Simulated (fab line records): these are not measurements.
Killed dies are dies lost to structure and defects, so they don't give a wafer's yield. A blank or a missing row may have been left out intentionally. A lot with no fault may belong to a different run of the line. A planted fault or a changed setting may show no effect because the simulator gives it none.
Chamber matching / flow gf180mcu / GF_PASSIVATION_CVD_00 on pecvd-03 has 3 sister chambers
The step deposits SiO2 from TEOS, target thk 1000 nm, time 111.95 s. 6 wafers are shown with their chamber, then 8 later ones without.

WAFERS WITH THEIR CHAMBER
wafer=L982.4; chamber=0; heater power w (W)=846
wafer=L982.5; chamber=1; heater power w (W)=712
wafer=L983.1; chamber=2; heater power w (W)=642
wafer=L983.2; chamber=1; heater power w (W)=628
wafer=L983.5; chamber=0; heater power w (W)=674
wafer=L987.1; chamber=2; heater power w (W)=680

WAFERS WHOSE CHAMBER IS MISSING
wafer=L987.3; heater power w (W)=748
wafer=L987.4; heater power w (W)=764
wafer=L989.1; heater power w (W)=617
wafer=L989.3; heater power w (W)=762
wafer=L989.5; heater power w (W)=570
wafer=L993.1; heater power w (W)=730
wafer=L993.2; heater power w (W)=759
wafer=L993.3; heater power w (W)=598

WHICH CHAMBER EACH WENT THROUGH
wafer=L987.3; from the rows above=can't be placed: 0 or 1 or 2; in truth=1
wafer=L987.4; from the rows above=can't be placed: 0 or 1 or 2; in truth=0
wafer=L989.1; from the rows above=can't be placed: 2 or 1 or 0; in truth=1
wafer=L989.3; from the rows above=can't be placed: 0 or 1 or 2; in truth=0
wafer=L989.5; from the rows above=can't be placed: 2 or 1 or 0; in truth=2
wafer=L993.1; from the rows above=can't be placed: 0 or 1 or 2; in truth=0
wafer=L993.2; from the rows above=can't be placed: 0 or 1 or 2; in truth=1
wafer=L993.3; from the rows above=can't be placed: 2 or 1 or 0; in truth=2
0 of 8 placed correctly. Can't be placed from these rows: 8 (the true chamber is among the candidates in 8). Placed wrongly: 0.
How it was worked out, from the rows above alone: a wafer's distance from a chamber is the root of the sum, over the readings, of the square of ((its reading less the chamber's mean) divided by the reading's scatter). If the next closest chamber is less than 2 further off than the closest, the wafer can't be placed; otherwise it belongs to the closest. A chamber's mean is the mean of its shown wafers. The scatter: the root of (the sum of the squares of (reading less its chamber's mean) over the shown wafers, divided by (wafers less chambers)).
